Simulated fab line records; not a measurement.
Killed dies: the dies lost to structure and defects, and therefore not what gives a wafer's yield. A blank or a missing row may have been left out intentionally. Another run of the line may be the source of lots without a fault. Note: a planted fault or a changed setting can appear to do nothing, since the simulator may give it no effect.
Code-filled problem report in 8D (eight disciplines) form :: flow sfq_line :: the parts of the form that need people (team, actions taken, sign-off) are left out

== 1. WHAT WENT WRONG ==
Wafers without a fault read 3000.0 rpm, standard deviation 1.7; spin_speed_rpm at SFQ_TRILAYER_M8_LITHO_COAT_193 reads a mean of 2948.3 rpm on 6 wafers belonging to 2 lots. Relative to the usual mean, that is a shift of -30 standard deviations.
The step: resist thk 600 nm.
First seen on wafer L494.2, day 96 21:00, on litho_track-01. The record holds 18 wafers of 6 lots with a number at this step. Rule for "out" (also "out of limits"): further than 4 standard deviations from the usual mean. All remaining wafers that have a number are taken as sound.

== 2. WHAT IT IS AND WHAT IT IS NOT ==
question: which readings at this step
is: spin_speed_rpm
is not: -

question: which lots
is: L494, L496
is not: L483, L484, L487, L501

question: which wafers of those lots
is: all that have a number
is not: -

question: read on which tools
is: litho_track-01
is not: litho_track-03, litho_track-04

question: when
is: from day 96 21:00
is not: up to then (9 sound wafers); but 3 sound wafers of L501 came after

== 3. SUSPECTS, AND WHAT RULES EACH OUT ==
Counting: a tool stays on the suspect list if, at a process step up to the reading, it processed all lots that are out and no sound lot following the first of them.
- litho_track-01 at SFQ_TRILAYER_M8_LITHO_COAT_193 (resist thk 600 nm): kept. All lots that are out passed through it, beginning with L494 at day 96 21:00, and no sound lot followed; its final sound lot before that point was L487 at day 94 10:00. Out on those wafers are its own readings of spin_speed_rpm.
Remaining after the count: litho_track-01 at SFQ_TRILAYER_M8_LITHO_COAT_193.

== 4. THE CAUSE (what the simulator had put in) ==
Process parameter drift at SFQ_TRILAYER_M8_LITHO_COAT_193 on litho_track-01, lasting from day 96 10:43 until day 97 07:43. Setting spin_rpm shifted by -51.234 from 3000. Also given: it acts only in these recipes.
Counting left only this tool.

== 5. THE CHAIN OF EFFECTS, in route order ==
One row per reading whose mean, taken over the struck wafers that have a number, lies over 3 standard deviations from the usual. Only readings whose record carries a usual standard deviation are examined. hours: median over the lots of the time between each lot's start at the first step of this table that gives one and its start at this step. sigmas: the change, counted in usual standard deviations.
hours: 0
step: SFQ_TRILAYER_M8_LITHO_COAT_193
reading: spin_speed_rpm
usual: 3000.0 rpm
on struck wafers: 2948.3
change: -51.7
sigmas: -30
Its process steps:
- SFQ_TRILAYER_M8_LITHO_COAT_193: resist thk 600 nm.
Later measuring or inspecting steps at which every struck wafer that the step has a row for has a number for every such reading, and none has moved that far: SFQ_M8_OVL_MEAS_948.

== 6. WHAT WOULD HAVE CAUGHT IT SOONER ==
In this record the first reading out of limits was taken at day 96 21:00, 10 hours after the fault began at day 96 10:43.
